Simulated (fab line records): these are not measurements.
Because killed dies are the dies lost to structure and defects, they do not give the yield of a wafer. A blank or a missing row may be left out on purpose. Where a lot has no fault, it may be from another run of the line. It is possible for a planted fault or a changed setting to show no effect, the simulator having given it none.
Problem report, 8D (eight disciplines) form, completed by code + flow sky130 + the parts of the form that need people (team, actions taken, sign-off) are left out

## 1. THE ISSUE
Mean of killed at front end at SKY_PAD_OPEN_PROBE_99: 385 across 9 wafers in 3 lots; on wafers with no fault it is 15 (standard deviation 4). Relative to the usual mean, that is a shift of +92 standard deviations.
The first sign was on wafer L539.2 at day 48 16:04, on prober-02. The record holds 42 wafers of 14 lots with a number at this step. Rule for "out", or "out of limits": more than 4 standard deviations from the usual mean. Any other wafer with a number is counted as sound.

## 2. WHAT IT IS AND WHAT IT IS NOT
| question                    | is                                              | is not                                                                                       |
|-----------------------------|-------------------------------------------------|----------------------------------------------------------------------------------------------|
| which readings at this step | killed at front end, killed dies, killed on rim | killed at contacts, killed at other, killed open                                             |
| which lots                  | L539, L540, L542                                | L527, L528, L529, L530, L533, L536, L544, L545, L547, L549, L550                             |
| which wafers of those lots  | all that have a number                          | -                                                                                            |
| read on which tools         | prober-01, prober-02                            | -                                                                                            |
| when                        | from day 48 16:04                               | up to then (18 sound wafers); but 15 sound wafers of L544, L545, L547, L549, L550 came after |

## 3. THE SUSPECTS, EACH WITH WHAT RULES IT OUT
Counting: a tool at any process step up to the reading remains a suspect when it ran all the lots that are out and ran no sound lot after the first of those.
- litho track-04 at SKY_SONOS_TUNNEL_DEVELOP_06 (develop time 60 s): ruled out as a lasting fault. Sound lots L549 ran on it after its first lot that is out, L539 (day 15 04:37).
Left after counting: nothing in the record.

## 4. THE CAUSE (what the simulator had put in)
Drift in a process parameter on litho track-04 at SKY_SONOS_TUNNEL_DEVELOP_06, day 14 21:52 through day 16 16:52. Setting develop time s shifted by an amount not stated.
Counting ruled it out, wrongly: the rule takes a fault to strike every lot that its tool runs from its start on, and this one did not.

## 5. SEQUENCE OF EFFECTS, ordered by route
Each row: a reading where the mean over the struck wafers with a number is more than 3 standard deviations away from the usual. Only readings whose record carries a usual standard deviation are examined. hours: median over the lots of the time between each lot's start at the first step of this table that gives one and its start at this step. sigmas: the change, counted in usual standard deviations.
| hours | step                  | reading             | usual | on struck wafers | change | sigmas |
|-------|-----------------------|---------------------|-------|------------------|--------|--------|
| 0     | SKY_PAD_OPEN_PROBE_99 | killed at front end | 15    | 385              | +370   | +92    |
| 0     | SKY_PAD_OPEN_PROBE_99 | killed dies         | 86    | 461              | +375   | +38    |
| 0     | SKY_PAD_OPEN_PROBE_99 | killed on rim       | 17    | 80               | +63    | +17    |
Its process steps:
- SKY_PAD_OPEN_PROBE_99

## 6. WHAT WOULD HAVE CAUGHT IT SOONER
First out-of-limits reading in this record: day 48 16:04, which is 810 hours after fault onset at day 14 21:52.
